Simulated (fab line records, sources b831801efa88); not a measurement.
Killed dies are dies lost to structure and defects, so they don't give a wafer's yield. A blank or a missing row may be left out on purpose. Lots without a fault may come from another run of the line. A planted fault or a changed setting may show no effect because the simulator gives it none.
One fault seen from 2 desks | flow gf180mcu | each desk has only its own numbers; what lay behind them comes last

THE TOOL OWNER'S DESK: rie_diel-03
The tool's own readings at GF_CONTACT_ETCH_17 (etches SiO2 in C4F8/O2/Ar, stops on CoSi2, target depth 860 nm): means of the sampled wafers that have a number, for each lot that ran on this tool. A lot is out of limits, marked OUT, if its mean lies more than 4 standard deviations from the usual mean; the brackets give that distance.
Columns: A = oes_product_au at GF_CONTACT_ETCH_17, usual 0.814 a.u.
lot  | first seen here | A
L627 | day 16 10:00    | 0.810
L628 | day 17 04:00    | 0.812
L629 | day 17 10:00    | 0.811
L632 | day 18 16:00    | 0.816
L634 | day 19 08:00    | 0.800
L635 | day 19 15:00    | 0.801
L644 | day 22 15:00    | 0.814
L646 | day 23 12:00    | 0.814
This desk's finding: nothing out of limits on any of the 8 lots.

THE METROLOGY DESK
What the gauges read, lot by lot, whatever tool the lot ran on: means of the sampled wafers that have a number. A lot is out of limits, marked OUT, if its mean lies more than 4 standard deviations from the usual mean; the brackets give that distance.
Columns: A = PSD_OVL at GF_PSD_OVL_MEAS_08, usual 1.6 nm
lot  | first seen here | A
L626 | day 14 08:52    | 3.1
L627 | day 14 12:46    | 0.9
L628 | day 15 05:36    | 2.9
L629 | day 15 12:22    | 1.5
L631 | day 16 01:25    | 1.2
L632 | day 16 15:37    | 2.5
L634 | day 17 07:10    | 2.6
L635 | day 17 13:19    | 1.1
L644 | day 20 13:10    | 4.2
L646 | day 21 12:16    | 3.5
L647 | day 21 23:03    | 0.8
L648 | day 22 01:49    | 1.9
L649 | day 22 06:55    | 1.7
This desk's finding: nothing out of limits on any of the 13 lots.

PUT TOGETHER
The tool owner's desk saw nothing out of limits.
The metrology desk saw nothing out of limits.

WHAT THE SIMULATOR HAD PUT IN
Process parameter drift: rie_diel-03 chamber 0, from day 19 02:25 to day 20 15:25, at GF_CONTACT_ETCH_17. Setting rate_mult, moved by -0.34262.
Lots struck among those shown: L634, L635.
